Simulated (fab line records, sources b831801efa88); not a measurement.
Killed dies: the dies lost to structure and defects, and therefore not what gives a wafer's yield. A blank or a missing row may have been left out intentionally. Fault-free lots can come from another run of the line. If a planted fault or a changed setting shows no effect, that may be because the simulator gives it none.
The tool behind it: which one?    flow sfqLine    Sampling: 14 lots, 42 wafers, 4 of 325 route steps

## WHAT THE GAUGES SHOWED, per wafer
No reading from a measuring or inspecting step in the record can be judged against a usual standard deviation.

## WHAT TOOL EACH LOT RAN ON (gives the tool, then ch and the chambers of the sampled wafers, and finally the start)
lot   SFQ_TRILAYER_M3_BARC_OPEN_METAL_ETCH_100  SFQ_TRILAYER_M3_ETCH_METAL_ETCH_078  SFQ_TRILAYER_I3_VIA_LITHO_EXPOSE_086  SFQ_TRILAYER_I3_VIA_ETCH_VIA_ETCH_088
L790  rieMetal-03 ch 0, day 42 23:01            rieMetal-03 ch 0, day 42 23:08       krfScanner-02 ch 0, day 43 08:34      rieDiel-03 ch 0,3, day 43 10:08
L791  rieMetal-04 ch 0,1, day 43 09:49          rieMetal-04 ch 0,1, day 43 09:53     krfScanner-02 ch 0, day 43 16:00      rieDiel-03 ch 1,2, day 43 17:35
L792  rieMetal-04 ch 0,1, day 43 12:13          rieMetal-04 ch 0,1, day 43 12:17     krfScanner-02 ch 0, day 43 18:32      rieDiel-03 ch 1,2,3, day 43 19:54
L793  rieMetal-02 ch 0,1, day 44 05:01          rieMetal-02 ch 0,1, day 44 05:05     krfScanner-01 ch 0, day 44 13:13      rieDiel-03 ch 0,2,3, day 44 14:35
L794  rieMetal-02 ch 0,1, day 44 23:09          rieMetal-02 ch 0,1, day 44 23:13     krfScanner-01 ch 0, day 45 16:57      rieDiel-02 ch 0,2, day 45 18:31
L795  rieMetal-02 ch 0,1, day 45 15:57          rieMetal-02 ch 0,1, day 45 16:01     krfScanner-01 ch 0, day 46 02:20      rieDiel-02 ch 0,2,3, day 46 03:55
L796  rieMetal-02 ch 0,1, day 45 19:33          rieMetal-02 ch 0,1, day 45 19:37     krfScanner-01 ch 0, day 46 05:16      rieDiel-04 ch 0,1,3, day 46 06:38
L797  rieMetal-04 ch 0, day 46 13:33            rieMetal-04 ch 0, day 46 13:37       krfScanner-02 ch 0, day 52 11:19      rieDiel-02 ch 2,3, day 52 12:42
L798  rieMetal-04 ch 0,1, day 46 18:22          rieMetal-04 ch 0,1, day 46 18:27     krfScanner-02 ch 0, day 52 17:31      rieDiel-03 ch 0,1, day 52 18:42
L800  rieMetal-02 ch 0,1, day 47 02:57          rieMetal-02 ch 0,1, day 47 03:02     krfScanner-02 ch 0, day 53 00:43      rieDiel-04 ch 0,1, day 53 01:54
L803  rieMetal-04 ch 0,1, day 47 18:33          rieMetal-04 ch 0,1, day 47 18:38     krfScanner-02 ch 0, day 53 17:31      rieDiel-02 ch 0,1,3, day 53 18:42
L807  rieMetal-03 ch 0,1, day 48 22:16          rieMetal-03 ch 0,1, day 48 22:19     krfScanner-02, day 54 17:07           rieDiel-02 ch 0,1,2, day 54 18:42
L808  rieMetal-02 ch 0,1, day 49 15:11          rieMetal-02 ch 0,1, day 49 15:14     krfScanner-02, day 55 02:55           rieDiel-02 ch 1,2, day 55 04:18
L813  rieMetal-04 ch 0,1, day 51 05:35          rieMetal-04 ch 0,1, day 51 05:38     krfScanner-01 ch 0, day 56 13:39      rieDiel-02 ch 0,1,3, day 56 15:02
- SFQ_TRILAYER_M3_BARC_OPEN_METAL_ETCH_100: etches BARC in O2, target depth 125 nm, time 41.7 s.
- SFQ_TRILAYER_M3_ETCH_METAL_ETCH_078: etches Nb in Cl2/Ar, stops on SiO2, target depth 240 nm, time 120 s.
- SFQ_TRILAYER_I3_VIA_LITHO_EXPOSE_086: exposes mask I3, target cd 500 nm.
- SFQ_TRILAYER_I3_VIA_ETCH_VIA_ETCH_088: etches SiO2 in CHF3, stops on Nb, target depth 260 nm.

## AS READ BY THE TOOLS THEMSELVES (means over the sampled wafers that have a number; for cases with no such wafer, the mark the record gives instead)
SFQ_TRILAYER_M3_BARC_OPEN_METAL_ETCH_100.
lot   tool         biasW (W)  chamberPressureMTorr (mTorr)  drypumpMotorCurrentA (A)  oesProductAu (a.u.)
L790  rieMetal-03  80.02      9.998                         5.93                      0.683
L791  rieMetal-04  80.07      10.010                        5.54                      0.689
L792  rieMetal-04  79.85      10.000                        5.27                      0.686
L793  rieMetal-02  80.02      9.993                         5.73                      0.685
L794  rieMetal-02  80.37      9.994                         5.72                      0.681
L795  rieMetal-02  79.91      9.995                         5.65                      0.684
L796  rieMetal-02  79.95      9.996                         5.68                      0.689
L797  rieMetal-04  80.24      9.990                         5.02                      0.682
L798  rieMetal-04  80.08      9.998                         5.55                      0.687
L800  rieMetal-02  80.02      9.997                         5.72                      0.688
L803  rieMetal-04  79.75      10.001                        5.55                      0.685
L807  rieMetal-03  -          -                             -                         -
L808  rieMetal-02  -          -                             -                         -
L813  rieMetal-04  80.14      9.988                         5.31                      0.683

SFQ_TRILAYER_M3_ETCH_METAL_ETCH_078.
lot   tool         biasW (W)  chamberPressureMTorr (mTorr)  drypumpMotorCurrentA (A)  oesProductAu (a.u.)
L790  rieMetal-03  80.11      9.995                         5.91                      0.888
L791  rieMetal-04  79.60      10.003                        5.55                      0.902
L792  rieMetal-04  80.22      10.000                        5.28                      0.877
L793  rieMetal-02  80.11      10.000                        5.70                      0.888
L794  rieMetal-02  80.02      10.014                        5.71                      0.895
L795  rieMetal-02  80.05      9.992                         5.68                      0.892
L796  rieMetal-02  80.09      9.996                         5.67                      0.896
L797  rieMetal-04  80.20      9.995                         5.02                      0.884
L798  rieMetal-04  79.89      10.004                        5.54                      0.893
L800  rieMetal-02  80.03      9.992                         5.69                      0.896
L803  rieMetal-04  79.76      9.996                         5.55                      0.887
L807  rieMetal-03  79.93      9.993                         5.95                      0.370
L808  rieMetal-02  80.06      10.000                        5.71                      0.378
L813  rieMetal-04  80.09      10.009                        5.28                      0.893

SFQ_TRILAYER_I3_VIA_LITHO_EXPOSE_086.
lot   tool           exposureDoseMJCm2  focusOffsetNm (nm)
L790  krfScanner-02  21.307             -0.2
L791  krfScanner-02  21.318             0.6
L792  krfScanner-02  21.318             -0.3
L793  krfScanner-01  21.307             0.1
L794  krfScanner-01  21.296             0.7
L795  krfScanner-01  21.316             0.7
L796  krfScanner-01  21.308             0.2
L797  krfScanner-02  21.308             -0.8
L798  krfScanner-02  21.281             -0.2
L800  krfScanner-02  21.287             0.1
L803  krfScanner-02  21.291             -0.1
L807  krfScanner-02  -                  -
L808  krfScanner-02  -                  -
L813  krfScanner-01  21.288             0.5

SFQ_TRILAYER_I3_VIA_ETCH_VIA_ETCH_088.
lot   tool        biasW (W)  chamberPressureMTorr (mTorr)  drypumpMotorCurrentA (A)  oesProductAu (a.u.)
L790  rieDiel-03  79.98      29.989                        6.2                       0.858
L791  rieDiel-03  79.77      30.003                        5.7                       0.858
L792  rieDiel-03  80.05      29.969                        6.1                       0.855
L793  rieDiel-03  80.04      30.008                        6.4                       0.852
L794  rieDiel-02  79.90      30.021                        5.8                       0.855
L795  rieDiel-02  79.85      29.999                        5.7                       0.854
L796  rieDiel-04  80.04      30.004                        5.6                       0.855
L797  rieDiel-02  79.84      30.022                        5.9                       0.857
L798  rieDiel-03  79.90      30.006                        5.5                       0.851
L800  rieDiel-04  79.72      29.997                        5.8                       0.849
L803  rieDiel-02  79.91      29.994                        5.4                       0.863
L807  rieDiel-02  80.03      30.005                        5.5                       0.374
L808  rieDiel-02  80.15      29.997                        5.3                       0.377
L813  rieDiel-02  79.80      29.984                        5.3                       0.859

## THE ANSWER, worked out from the rows above alone
Rule: what is usual is taken from the lots themselves. Put in order of their means at a reading, lots are off if they are a third of the lots or fewer, leave a main group of 4 or more, and stand apart from it by a gap of 3 or more times the standard deviation of the main group's means; of several such gaps the widest counts. A main group whose means are all the same, to the digits that the tables above print for the reading, isn't used. Also off: a lot with no number at a reading for which 4 or more lots have one. The other lots that the step has rows for count as sound. First the gauges in route order, then the tools' own readings, where a lot's mean is used as printed above. At the first step where some lot is off, the reading lying furthest off is the one used; lots without a number count as furthest.
Off: L807, L808, at SFQ_TRILAYER_M3_BARC_OPEN_METAL_ETCH_100 (biasW). Without a number there: L807, L808. Mean 80.03 W and standard deviation 0.16 in the main group.
If a tool, at that step or one of the process steps before it, ran each lot that is off and ran no sound lot following the first of them, it fits. No candidate that was tried fits.

## WHAT THE SIMULATOR HAD PUT IN
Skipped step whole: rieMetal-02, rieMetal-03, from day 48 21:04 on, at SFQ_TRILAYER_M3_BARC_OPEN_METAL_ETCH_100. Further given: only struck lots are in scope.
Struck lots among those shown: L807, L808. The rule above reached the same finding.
